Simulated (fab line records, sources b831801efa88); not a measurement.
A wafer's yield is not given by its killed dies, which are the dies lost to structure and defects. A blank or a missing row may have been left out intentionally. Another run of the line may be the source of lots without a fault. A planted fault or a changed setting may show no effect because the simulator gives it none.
What tool caused it? / flow sky130 / 36 wafers from 12 lots sampled at 5 of the route's 708 steps

== WHAT THE GAUGES SHOWED, per wafer ==
SKY_SONOS_TUNNEL_OVL_MEAS_08.
lot=L580; measured=day 11 03:44; on=overlay-02; SONOS_TUNNEL_OVL (nm)=-1.0 -0.8 -0.3
lot=L581; measured=day 11 10:08; on=overlay-02; SONOS_TUNNEL_OVL (nm)=-0.9 -1.0 -0.6
lot=L582; measured=day 11 12:59; on=overlay-02; SONOS_TUNNEL_OVL (nm)=1.2 1.8 2.6
lot=L583; measured=day 12 00:01; on=overlay-01; SONOS_TUNNEL_OVL (nm)=1.4 -1.1 0.3
lot=L585; measured=day 12 19:04; on=overlay-02; SONOS_TUNNEL_OVL (nm)=-3.3 -2.5 -3.7
lot=L592; measured=day 17 03:37; on=overlay-02; SONOS_TUNNEL_OVL (nm)=-1.1 0.2 -0.3
lot=L595; measured=day 17 05:59; on=overlay-02; SONOS_TUNNEL_OVL (nm)=0.7 1.4 0.5
lot=L594; measured=day 17 09:28; on=overlay-01; SONOS_TUNNEL_OVL (nm)=1.5 0.5 1.2
lot=L598; measured=day 17 17:13; on=overlay-02; SONOS_TUNNEL_OVL (nm)=-0.8 -2.0 0.6
lot=L599; measured=day 17 22:19; on=overlay-01; SONOS_TUNNEL_OVL (nm)=0.1 0.7 -1.5
lot=L602; measured=day 18 18:18; on=overlay-02; SONOS_TUNNEL_OVL (nm)=-0.9 -2.3 -0.4
lot=L603; measured=day 19 03:13; on=overlay-01; SONOS_TUNNEL_OVL (nm)=1.3 -1.1 -0.3

SKY_LDD_HVP_OVL_MEAS_07.
lot=L580; measured=day 21 09:54; on=overlay-01; LDD_HVP_OVL (nm)=1.8 1.0 0.7
lot=L581; measured=day 21 10:49; on=overlay-02; LDD_HVP_OVL (nm)=0.5 1.6 1.0
lot=L582; measured=day 21 12:36; on=overlay-02; LDD_HVP_OVL (nm)=1.9 4.4 0.9
lot=L583; measured=day 22 03:44; on=overlay-01; LDD_HVP_OVL (nm)=-1.5 0.9 0.7
lot=L585; measured=day 23 04:07; on=overlay-02; LDD_HVP_OVL (nm)=3.0 2.6 1.8
lot=L592; measured=day 27 23:51; on=overlay-02; LDD_HVP_OVL (nm)=-0.2 0.1 0.1
lot=L595; measured=day 28 06:28; on=overlay-01; LDD_HVP_OVL (nm)=2.7 2.7 3.0
lot=L594; measured=day 28 04:45; on=overlay-01; LDD_HVP_OVL (nm)=0.2 1.6 1.8
lot=L598; measured=day 28 14:11; on=overlay-02; LDD_HVP_OVL (nm)=1.4 0.9 -0.9
lot=L599; measured=day 28 15:41; on=overlay-01; LDD_HVP_OVL (nm)=-0.7 2.4 1.3
lot=L602; measured=day 29 11:30; on=overlay-02; LDD_HVP_OVL (nm)=3.3 2.4 3.9
lot=L603; measured=day 29 18:19; on=overlay-02; LDD_HVP_OVL (nm)=0.6 1.9 3.0

SKY_LDD_HVP_TW_MEAS_10.
lot=L580; measured=day 21 10:31; on=filmMetro-02; LDD_HVP_TW=567 568 568
lot=L581; measured=day 21 11:07; on=filmMetro-02; LDD_HVP_TW=458 458 456
lot=L582; measured=day 21 12:54; on=filmMetro-02; LDD_HVP_TW=457 459 459
lot=L583; measured=day 22 04:20; on=filmMetro-01; LDD_HVP_TW=578 575 574
lot=L585; measured=day 23 04:43; on=filmMetro-03; LDD_HVP_TW=561 563 561
lot=L592; measured=day 28 00:08; on=filmMetro-02; LDD_HVP_TW=457 459 461
lot=L595; measured=day 28 06:45; on=filmMetro-03; LDD_HVP_TW=452 449 450
lot=L594; measured=day 28 05:02; on=filmMetro-03; LDD_HVP_TW=447 449 449
lot=L598; measured=day 28 14:28; on=filmMetro-03; LDD_HVP_TW=449 449 449
lot=L599; measured=day 28 15:58; on=filmMetro-03; LDD_HVP_TW=450 450 451
lot=L602; measured=day 29 11:47; on=filmMetro-01; LDD_HVP_TW=465 464 464
lot=L603; measured=day 29 18:37; on=filmMetro-02; LDD_HVP_TW=459 459 457

== WHICH TOOL RAN EACH LOT (tool, then ch and the chambers of the sampled wafers, then the start) ==
lot=L580; SKY_RES_PROTECT_STRIP_07=plasmaAsher-02 ch 0,1, day 14 21:03; SKY_LDD_HVP_IMPLANT_08=implanter-02 ch 0, day 21 09:56
lot=L581; SKY_RES_PROTECT_STRIP_07=plasmaAsher-02 ch 0,1, day 15 00:46; SKY_LDD_HVP_IMPLANT_08=implanter-03 ch 0, day 21 10:53
lot=L582; SKY_RES_PROTECT_STRIP_07=plasmaAsher-02 ch 0,1, day 15 02:17; SKY_LDD_HVP_IMPLANT_08=implanter-03 ch 0, day 21 12:41
lot=L583; SKY_RES_PROTECT_STRIP_07=plasmaAsher-01 ch 0,1, day 15 16:48; SKY_LDD_HVP_IMPLANT_08=implanter-02 ch 0, day 22 03:46
lot=L585; SKY_RES_PROTECT_STRIP_07=plasmaAsher-02 ch 0,1, day 16 15:12; SKY_LDD_HVP_IMPLANT_08=implanter-04 ch 0, day 23 04:10
lot=L592; SKY_RES_PROTECT_STRIP_07=plasmaAsher-04 ch 0,1, day 21 13:31; SKY_LDD_HVP_IMPLANT_08=implanter-02 ch 0, day 27 23:53
lot=L595; SKY_RES_PROTECT_STRIP_07=plasmaAsher-04 ch 0,1, day 21 18:45; SKY_LDD_HVP_IMPLANT_08=implanter-04 ch 0, day 28 06:31
lot=L594; SKY_RES_PROTECT_STRIP_07=plasmaAsher-02 ch 0,1, day 21 18:27; SKY_LDD_HVP_IMPLANT_08=implanter-03 ch 0, day 28 04:47
lot=L598; SKY_RES_PROTECT_STRIP_07=plasmaAsher-01 ch 0,1, day 22 04:33; SKY_LDD_HVP_IMPLANT_08=implanter-02 ch 0, day 28 14:13
lot=L599; SKY_RES_PROTECT_STRIP_07=plasmaAsher-01 ch 0,1, day 22 05:12; SKY_LDD_HVP_IMPLANT_08=implanter-04 ch 0, day 28 15:43
lot=L602; SKY_RES_PROTECT_STRIP_07=plasmaAsher-01 ch 0,1, day 23 05:12; SKY_LDD_HVP_IMPLANT_08=implanter-02 ch 0, day 29 11:32
lot=L603; SKY_RES_PROTECT_STRIP_07=plasmaAsher-01 ch 0,1, day 23 11:41; SKY_LDD_HVP_IMPLANT_08=implanter-04 ch 0, day 29 18:25
- SKY_RES_PROTECT_STRIP_07: strips in O2/N2.
- SKY_LDD_HVP_IMPLANT_08

== WHAT THE TOOLS THEMSELVES READ (means of the sampled wafers that have a number; where no wafer has one, the mark that the record gives instead) ==
SKY_RES_PROTECT_STRIP_07.
lot=L580; tool=plasmaAsher-02; drypumpMotorCurrentA (A)=6.1; oesProductAu (a.u.)=0.515; stripTimeToEndpointS (s)=23.29
lot=L581; tool=plasmaAsher-02; drypumpMotorCurrentA (A)=5.9; oesProductAu (a.u.)=0.515; stripTimeToEndpointS (s)=23.30
lot=L582; tool=plasmaAsher-02; drypumpMotorCurrentA (A)=6.0; oesProductAu (a.u.)=0.516; stripTimeToEndpointS (s)=23.25
lot=L583; tool=plasmaAsher-01; drypumpMotorCurrentA (A)=6.3; oesProductAu (a.u.)=0.520; stripTimeToEndpointS (s)=23.29
lot=L585; tool=plasmaAsher-02; drypumpMotorCurrentA (A)=6.1; oesProductAu (a.u.)=0.515; stripTimeToEndpointS (s)=23.28
lot=L592; tool=plasmaAsher-04; drypumpMotorCurrentA (A)=6.2; oesProductAu (a.u.)=0.515; stripTimeToEndpointS (s)=23.25
lot=L595; tool=plasmaAsher-04; drypumpMotorCurrentA (A)=5.7; oesProductAu (a.u.)=0.520; stripTimeToEndpointS (s)=23.37
lot=L594; tool=plasmaAsher-02; drypumpMotorCurrentA (A)=5.9; oesProductAu (a.u.)=0.521; stripTimeToEndpointS (s)=23.38
lot=L598; tool=plasmaAsher-01; drypumpMotorCurrentA (A)=6.4; oesProductAu (a.u.)=0.522; stripTimeToEndpointS (s)=23.26
lot=L599; tool=plasmaAsher-01; drypumpMotorCurrentA (A)=6.3; oesProductAu (a.u.)=0.516; stripTimeToEndpointS (s)=23.23
lot=L602; tool=plasmaAsher-01; drypumpMotorCurrentA (A)=6.3; oesProductAu (a.u.)=0.522; stripTimeToEndpointS (s)=23.24
lot=L603; tool=plasmaAsher-01; drypumpMotorCurrentA (A)=6.4; oesProductAu (a.u.)=0.513; stripTimeToEndpointS (s)=23.28

SKY_LDD_HVP_IMPLANT_08.
lot=L580; tool=implanter-02; beamOnS (s)=10.04; doseIonsCm2=1.6995e+13
lot=L581; tool=implanter-03; beamOnS (s)=10.04; doseIonsCm2=1.7000e+13
lot=L582; tool=implanter-03; beamOnS (s)=10.02; doseIonsCm2=1.6986e+13
lot=L583; tool=implanter-02; beamOnS (s)=10.02; doseIonsCm2=1.6998e+13
lot=L585; tool=implanter-04; beamOnS (s)=10.03; doseIonsCm2=1.7004e+13
lot=L592; tool=implanter-02; beamOnS (s)=9.95; doseIonsCm2=1.7020e+13
lot=L595; tool=implanter-04; beamOnS (s)=9.82; doseIonsCm2=1.7026e+13
lot=L594; tool=implanter-03; beamOnS (s)=10.20; doseIonsCm2=1.6968e+13
lot=L598; tool=implanter-02; beamOnS (s)=9.99; doseIonsCm2=1.6983e+13
lot=L599; tool=implanter-04; beamOnS (s)=9.90; doseIonsCm2=1.6987e+13
lot=L602; tool=implanter-02; beamOnS (s)=9.90; doseIonsCm2=1.6984e+13
lot=L603; tool=implanter-04; beamOnS (s)=10.15; doseIonsCm2=1.7010e+13

== THE ANSWER, worked out from the rows above alone ==
Rule: the usual values come from the lots themselves. The widest of any qualifying gaps counts: lots, ordered by their means at a reading, are off when they make up no more than a third of the lots, leave a main group of 4 or more, and stand apart from it by 3 or more times the standard deviation of that group's means. Not used: any main group whose means are identical at the precision the tables above print for the reading. Also off: a lot with no number at a reading for which 4 or more lots have one. Where the step has rows for the other lots, those lots are counted as sound. First the gauges in route order, then the tools' own readings, where a lot's mean is used as printed above. At the first step where some lot is off, the reading lying furthest off is the one used; lots without a number count as furthest.
Off: L580, L583, L585, seen at SKY_LDD_HVP_TW_MEAS_10 (LDD_HVP_TW). The main group has a mean of 455 with a standard deviation of 5.3.
A tool fits if, at a process step before that reading, it ran every lot that is off, and no sound lot after the first of them. Gauges at SKY_LDD_HVP_TW_MEAS_10: tried the same way as those tools. No candidate that was tried fits.

== WHAT THE SIMULATOR PUT IN ==
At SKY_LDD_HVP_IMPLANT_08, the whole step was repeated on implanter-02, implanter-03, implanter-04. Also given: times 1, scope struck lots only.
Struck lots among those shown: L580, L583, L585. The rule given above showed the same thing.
